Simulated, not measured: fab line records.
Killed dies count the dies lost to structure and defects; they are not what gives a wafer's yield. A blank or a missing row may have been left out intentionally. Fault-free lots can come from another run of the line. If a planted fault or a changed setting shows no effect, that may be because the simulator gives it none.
fab line records | flow gf180mcu
record: lots: 15 wafers: 45 last_day: 34
route steps=602 shown SALICIDE@286 CONTACT@299
lots that met no fault: from a run of the same line without faults
start_h: start of the lot's first displayed wafer, in hours after the record's first day | wait_h: hours elapsed since this lot's preceding step | " identical to the entry in the row above | L1.1+2: a single row standing in for several wafers | - no value present, or no start provided | * or withheld: withheld | < > ~ a bound
route shown NAME@n: names a module that has steps shown in the file, with the first one's number in the route | usual: mean/standard deviation taken from wafers without a fault | same: alike in all rows | chamber/n: place in a boat | sites: the reading at each site | _std_site: their standard deviation | _edge_site: outer sites' mean less inner sites' | radius_mm: for every site, how far away it sits from the centre of the wafer | mask NAME#n: copy n | behind: the most recent tool/chamber to have shaped the wafer | hold: why the lot was held/for how many hours/how that ended | device: the transistor (n, p or np) that didn't switch | end of line: at the end of the route, the tests of the same wafers | a step given without rows: its recipe and nothing more | killed: not the wafer's yield, but the dies lost to structure and defects at the first sort | map: a wafer's dies, x killed, . not, _ none there
set.NAME: setting as actually run; set.NAME@STEP: the setting as run at that earlier step | model.NAME: the simulator's own value behind a step, which no gauge read
route steps across a sampled set of lots; one table per step, one row per wafer
services: when a tool's chamber went out of use (start_h, in hours from the record's first day, below 0 if earlier), for how many hours, and the reason
== steps ==
step: GF_SALICIDE_RTA_08
recipe: temp_c: 800 time_s: 30 ambient: N2
usual: lamp_power_pct: 17.2/0.49 wafer_temp_C_max: 804.4/0.89
columns lot.wafer tool chamber start_h wait_h lamp_power_pct wafer_temp_C_max
L433.1 rtp_anneal-01 0 336.54 0.0 16.7 804.6
L433.3 " 0 " " 16.6 805.6
L433.4 " 0 " " 16.6 804.2
L434.1 rtp_anneal-01 0 349.33 0.0 16.7 804.9
L434.3 " 0 " " 16.6 804.2
L434.4 " 0 " " 16.6 805.4
L435.1 rtp_anneal-01 0 357.85 0.0 16.6 803.6
L435.3 " 0 " " 16.6 804.2
L435.6 " 0 " " 16.6 805.7
L437.1 rtp_anneal-02 0 377.01 0.0 17.6 804.2
L437.4 " 0 " " 17.6 803.7
L437.6 " 0 " " 17.6 803.4
L438.2 rtp_anneal-02 0 385.19 0.0 17.6 804.2
L438.5 " 0 " " 17.6 806.9
L438.6 " 0 " " 17.6 803.4
L439.3 rtp_anneal-02 0 393.55 0.1 17.6 803.4
L439.5 " 0 " " 17.6 804.5
L439.6 " 0 " " 17.6 803.3
L440.4 rtp_anneal-02 0 403.64 0.1 17.6 804.9
L440.5 " 0 " " 17.6 802.7
L440.6 " 0 " " 17.6 806.0
L445.1 rtp_anneal-02 0 443.59 0.0 17.6 804.4
L445.2 " 0 " " 17.6 803.3
L445.6 " 0 " " 17.6 803.6
L446.3 rtp_anneal-01 0 454.87 0.0 16.6 804.8
L446.4 " 0 " " 16.6 805.6
L446.5 " 0 " " 16.6 804.8
L448.2 rtp_anneal-02 0 479.93 0.0 17.6 803.4
L448.3 " 0 " " 17.6 803.9
L448.5 " 0 " " 17.6 805.5
L449.1 rtp_anneal-01 0 482.12 0.0 16.7 804.8
L449.2 " 0 " " 16.6 804.4
L449.3 " 0 " " 16.6 805.0
L450.2 rtp_anneal-02 0 487.87 0.0 17.6 802.8
L450.5 " 0 " " 17.6 804.0
L450.6 " 0 " " 17.7 803.3
L453.4 rtp_anneal-02 0 513.19 0.1 17.6 802.8
L453.5 " 0 " " 17.6 803.4
L453.6 " 0 " " 17.6 805.1
L454.1 rtp_anneal-01 0 527.54 0.0 16.6 803.1
L454.4 " 0 " " 16.6 804.0
L454.5 " 0 " " 16.6 805.6
L456.1 rtp_anneal-01 0 532.68 0.0 16.6 805.2
L456.3 " 0 " " 16.6 805.0
L456.5 " 0 " " 16.6 804.9
step: GF_CONTACT_PEB_12
recipe: peb_temp_c: 135 peb_time_s: 90 resist: KrF
usual: chill_plate_temp_C: 23.02/0.11 exhaust_pa: 45.1/0.97 heater_power_total_W: 85.70/0.08
columns lot.wafer tool chamber start_h wait_h chill_plate_temp_C exhaust_pa heater_power_total_W
L433.1 litho_track-03 0 357.52 - 23.06 44.4 85.80
L433.3 " 0 " " 23.02 44.7 85.75
L433.4 " 0 " " 22.97 43.9 85.78
L434.1 litho_track-03 0 371.07 - 22.86 45.7 85.64
L434.3 " 0 " " 22.82 45.1 85.75
L434.4 " 0 " " 22.83 45.7 85.73
L435.1 litho_track-01 0 380.35 - 23.00 46.8 85.80
L435.3 " 0 " " 23.13 44.5 85.79
L435.6 " 0 " " 23.12 45.6 85.68
L437.1 litho_track-04 0 400.11 - 23.11 46.0 85.61
L437.4 " 0 " " 22.85 46.5 85.61
L437.6 " 0 " " 23.02 46.6 85.62
L438.2 litho_track-03 - 408.70 - - - -
L438.5 " - " " - - -
L438.6 " - " " - - -
L439.3 litho_track-04 - 417.28 - - - -
L439.5 " - " " - - -
L439.6 " - " " - - -
L440.4 litho_track-01 - 428.25 - - - -
L440.5 " - " " - - -
L440.6 " - " " - - -
L445.1 litho_track-03 0 468.37 - 22.96 44.7 85.57
L445.2 " 0 " " 23.00 44.8 85.68
L445.6 " 0 " " 23.14 44.9 85.77
L446.3 litho_track-03 0 479.68 - 23.10 45.4 85.74
L446.4 " 0 " " 23.12 45.8 85.80
L446.5 " 0 " " 23.07 45.5 85.65
L448.2 litho_track-04 0 503.19 - 22.83 44.5 85.59
L448.3 " 0 " " 23.01 44.1 85.77
L448.5 " 0 " " 22.83 44.5 85.85
L449.1 litho_track-03 0 505.97 - 23.01 45.7 85.74
L449.2 " 0 " " 22.93 45.6 85.65
L449.3 " 0 " " 22.88 45.2 85.72
L450.2 litho_track-04 0 511.44 - 22.81 45.2 85.59
L450.5 " 0 " " 22.97 44.4 85.75
L450.6 " 0 " " 22.92 44.6 85.62
L453.4 litho_track-04 0 536.76 - 23.13 43.0 85.75
L453.5 " 0 " " 23.08 44.3 85.59
L453.6 " 0 " " 23.06 43.9 85.62
L454.1 litho_track-04 0 550.51 - 22.90 45.8 85.64
L454.4 " 0 " " 22.92 46.6 85.62
L454.5 " 0 " " 22.90 46.1 85.61
L456.1 litho_track-03 0 555.11 - 23.03 45.3 85.74
L456.3 " 0 " " 22.92 45.0 85.71
L456.5 " 0 " " 22.97 47.1 85.61
step: GF_CONTACT_CD_MEAS_14
recipe: target_cd_nm: 220
usual: cd_nm: 220.7/1.5
columns lot.wafer tool chamber start_h wait_h cd_nm
L433.1 cd_sem-02 - 357.87 0.1 222.7
L433.3 " - " " 222.9
L433.4 " - " " 222.9
L434.1 cd_sem-01 - 371.42 0.1 218.7
L434.3 " - " " 219.1
L434.4 " - " " 219.0
L435.1 cd_sem-02 - 380.70 0.1 219.1
L435.3 " - " " 218.6
L435.6 " - " " 218.9
L437.1 cd_sem-01 - 400.46 0.1 221.0
L437.4 " - " " 221.0
L437.6 " - " " 220.5
L438.2 cd_sem-01 - 409.04 0.1 -
L438.5 " - " " -
L438.6 " - " " -
L439.3 cd_sem-01 - 417.60 0.1 -
L439.5 " - " " -
L439.6 " - " " -
L440.4 cd_sem-02 - 428.56 0.1 -
L440.5 " - " " -
L440.6 " - " " -
L445.1 cd_sem-02 - 468.72 0.1 219.9
L445.2 " - " " 219.5
L445.6 " - " " 221.5
L446.3 cd_sem-01 - 480.01 0.1 217.5
L446.4 " - " " 219.3
L446.5 " - " " 219.2
L448.2 cd_sem-01 - 503.53 0.1 218.9
L448.3 " - " " 219.9
L448.5 " - " " 219.3
L449.1 cd_sem-02 - 506.32 0.1 222.8
L449.2 " - " " 222.7
L449.3 " - " " 225.7
L450.2 cd_sem-02 - 511.78 0.1 220.5
L450.5 " - " " 220.8
L450.6 " - " " 221.2
L453.4 cd_sem-01 - 537.07 0.1 218.3
L453.5 " - " " 218.7
L453.6 " - " " 219.5
L454.1 cd_sem-01 - 550.86 0.1 222.6
L454.4 " - " " 222.1
L454.5 " - " " 221.8
L456.1 cd_sem-02 - 555.46 0.1 222.1
L456.3 " - " " 219.8
L456.5 " - " " 220.1
step: GF_CONTACT_OVL_MEAS_15
usual: CONTACT_OVL: 0/5
columns lot.wafer tool chamber start_h wait_h CONTACT_OVL[nm]
L433.1 overlay-02 - 357.99 0.1 -5
L433.3 " - " " -4
L433.4 " - " " -6
L434.1 overlay-01 - 371.54 0.1 -7
L434.3 " - " " -10
L434.4 " - " " -6
L435.1 overlay-01 - 380.82 0.1 -2
L435.3 " - " " 2
L435.6 " - " " 1
L437.1 overlay-01 - 400.58 0.1 3
L437.4 " - " " 5
L437.6 " - " " 2
L438.2 overlay-02 - 409.14 0.1 -
L438.5 " - " " -
L438.6 " - " " -
L439.3 overlay-02 - 417.69 0.1 -
L439.5 " - " " -
L439.6 " - " " -
L440.4 overlay-01 - 428.64 0.1 -
L440.5 " - " " -
L440.6 " - " " -
L445.1 overlay-01 - 468.84 0.1 -2
L445.2 " - " " 18
L445.6 " - " " 4
L446.3 overlay-02 - 480.10 0.1 -3
L446.4 " - " " -3
L446.5 " - " " 0
L448.2 overlay-02 - 503.63 0.1 4
L448.3 " - " " 5
L448.5 " - " " 1
L449.1 overlay-02 - 506.44 0.1 0
L449.2 " - " " -3
L449.3 " - " " 1
L450.2 overlay-02 - 511.88 0.1 1
L450.5 " - " " -3
L450.6 " - " " 4
L453.4 overlay-02 - 537.15 0.1 1
L453.5 " - " " 8
L453.6 " - " " 1
L454.1 overlay-01 - 550.98 0.1 2
L454.4 " - " " 0
L454.5 " - " " -2
L456.1 overlay-02 - 555.58 0.1 -4
L456.3 " - " " -8
L456.5 " - " " -9
== services ==
columns tool chamber start_h hours kind
litho_track-03 - 324.83 - consumable_replace:filter
litho_track-03 - 457.96 - consumable_replace:filter
rtp_anneal-02 - 537.78 2.8 pm
== key ==
first_sign: step: GF_CONTACT_PEB_12 reading: tool_record direction: missing
effect none on later readings
met_at GF_CONTACT_PEB_12
struck_lots L438,L439,L440
later_rows_left_out L438.2,L438.5,L438.6,L439.3,L439.5,L439.6,L440.4,L440.5,L440.6
sort_left_out L438.2,L438.5,L438.6,L439.3,L439.5,L439.6,L440.4,L440.5,L440.6
tester_left_out L438,L439,L440
not_acting_at GF_SALICIDE_RTA_08,GF_CONTACT_CD_MEAS_14,GF_CONTACT_OVL_MEAS_15
onset_between 400.11 408.70
fault: kind: skipped_step_whole tool: litho_track-01,litho_track-03,litho_track-04 chamber: - onset_h: 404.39 steps: GF_CONTACT_PEB_12 scope: struck_lots_only
tester_left_out: of these lots the tester's yield and bins aren't shown, on N5 and GAA mostly nor the transistor test; their killed dies are dies lost to structure and defects alone, not to doping, threshold or leakage, so they don't give the yield
sort_left_out: the simulated sort isn't trusted on such a fault, so these wafers' sort isn't shown, and their yield isn't known
later_rows_left_out: the simulator's readings of these wafers behind a module that went badly wrong aren't trusted and aren't shown, but for the sort
